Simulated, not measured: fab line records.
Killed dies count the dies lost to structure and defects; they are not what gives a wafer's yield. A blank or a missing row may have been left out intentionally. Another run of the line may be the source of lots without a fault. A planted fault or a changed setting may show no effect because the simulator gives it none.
A lot that was struck, set against a sound lot | flow sky130 | 15 out of 708 route steps
Sound: the wafers L919.2, L919.5, L919.6. Wafers L929.1, L929.2, L929.4 were the ones struck. The cause comes at the end.
Per side, at each step with rows, come the tool, then ch with its chambers, and then its first start. Under that, the readings that differ: sound wafers | struck wafers | difference of the means | sigmas: that difference in standard deviations of wafers without a fault.
alike: same words and numbers on both sides, and readings whose means sit less than 2 such deviations apart. not compared: any withheld reading, any reading some wafer has no value for, any bound like >300 that may hide the same value, and any number with overlapping values for which the record gives no deviation.
Wherever a step has rows on one side only, a row that says differs or no value, or a row with sigmas, the two part there. Numbers that have no deviation but don't overlap get no sigmas and don't part them. Lack of a reading on every wafer of one side parts them only where that side has two or more wafers.

first, 5 steps without rows for these wafers: SKY_LI_CONTACT_COAT_07 (resist thk 450 nm); SKY_LI_CONTACT_SOFTBAKE_08 (time 90 s); SKY_LI_CONTACT_EXPOSE_09 (exposes mask LICM1, target cd 170 nm); SKY_LI_CONTACT_PEB_10; SKY_LI_CONTACT_DEVELOP_11 (develop time 60 s).
SKY_LI_CONTACT_CD_MEAS_12: target cd 170 nm.
  sound on cd sem-01, day 30 13:36; struck on cd sem-02, day 33 18:38
  alike: cd nm
SKY_LI_CONTACT_OVL_MEAS_13:
  sound on overlay-01, day 30 13:43; struck on overlay-02, day 33 18:45
  alike: LI_CONTACT_OVL
SKY_LI_CONTACT_ETCH_14: etches BARC in N2/H2, stops on SiO2, time 44.67 s, target depth 60 nm.
  sound on rie diel-02 ch 1,2,3, day 30 13:44; struck on rie diel-03 ch 0,3, day 33 18:47
  alike: drypump motor current A, oes product au, throttle valve pct
  not compared: rf hours counter h
SKY_LI_CONTACT_ETCH_15: etches PSG in C4F8/O2/Ar, stops on Si, target depth 600 nm.
  sound on rie diel-02 ch 1,2,3, day 30 13:47; struck on rie diel-03 ch 0,3, day 33 18:50
  reading               | sound             | struck            | difference | sigmas
  oes product au (a.u.) | 0.837 0.846 0.836 | 0.830 0.828 0.835 | -0.009     | -2
SKY_LI_CONTACT_STRIP_16: strips in O2/N2.
  sound on plasma asher-02 ch 0,1, day 30 13:52; struck on plasma asher-02 ch 0,1, day 33 18:55
  alike: drypump motor current A, oes product au, strip time to endpoint s
  not compared: rf hours counter h
then, 2 steps without rows for these wafers: SKY_LI_CONTACT_CLEAN_17 (cleans in NMP, time 600 s); SKY_LI_CONTACT_PRE_CLEAN_18 (time 5.6 s).
SKY_LI_CONTACT_SPUTTER_19: material Ti, target thk 20 nm, time 106.37 s.
  sound on pvd sputter-04, day 30 14:10; struck on pvd sputter-02, day 33 19:13
  no value came back on the struck wafers for cathode dc power W (W), chamber pressure pa (Pa), substrate temp c (C), throttle valve pct (%); on the sound wafers cathode dc power W (W) reads 2500.3 2499.5 2499.6
SKY_LI_CONTACT_SPUTTER_20: material TiN, target thk 20 nm, time 80 s.
  sound on pvd sputter-04, day 30 14:15; struck on pvd sputter-02, day 33 19:17
  alike: cathode dc power W, chamber pressure pa, throttle valve pct
-- the record jumps here: 15 days lie between the struck wafers' starts before and after (it left off in module LI_CONTACT and takes up again in module PAD_OPEN, whose first step shown is number 708 of the route) --
SKY_PAD_OPEN_PROBE_99:
  sound on prober-01, day 46 22:50; struck on prober-01, day 49 04:58
  reading            | sound    | struck      | difference | sigmas
  killed at contacts | 28 31 27 | 441 430 423 | +403       | +75
  killed dies        | 95 88 95 | 492 492 492 | +399       | +42
  killed on rim      | 21 10 20 | 96 96 96    | +79        | +20
  alike: killed_at_M0_to_M3, killed_at_M4_up, killed at front end, killed at other, killed open, killed short

== WHERE THEY PART ==
At SKY_LI_CONTACT_ETCH_15 first; at SKY_PAD_OPEN_PROBE_99 last (within this record only).

WHY: the cause the simulator had injected
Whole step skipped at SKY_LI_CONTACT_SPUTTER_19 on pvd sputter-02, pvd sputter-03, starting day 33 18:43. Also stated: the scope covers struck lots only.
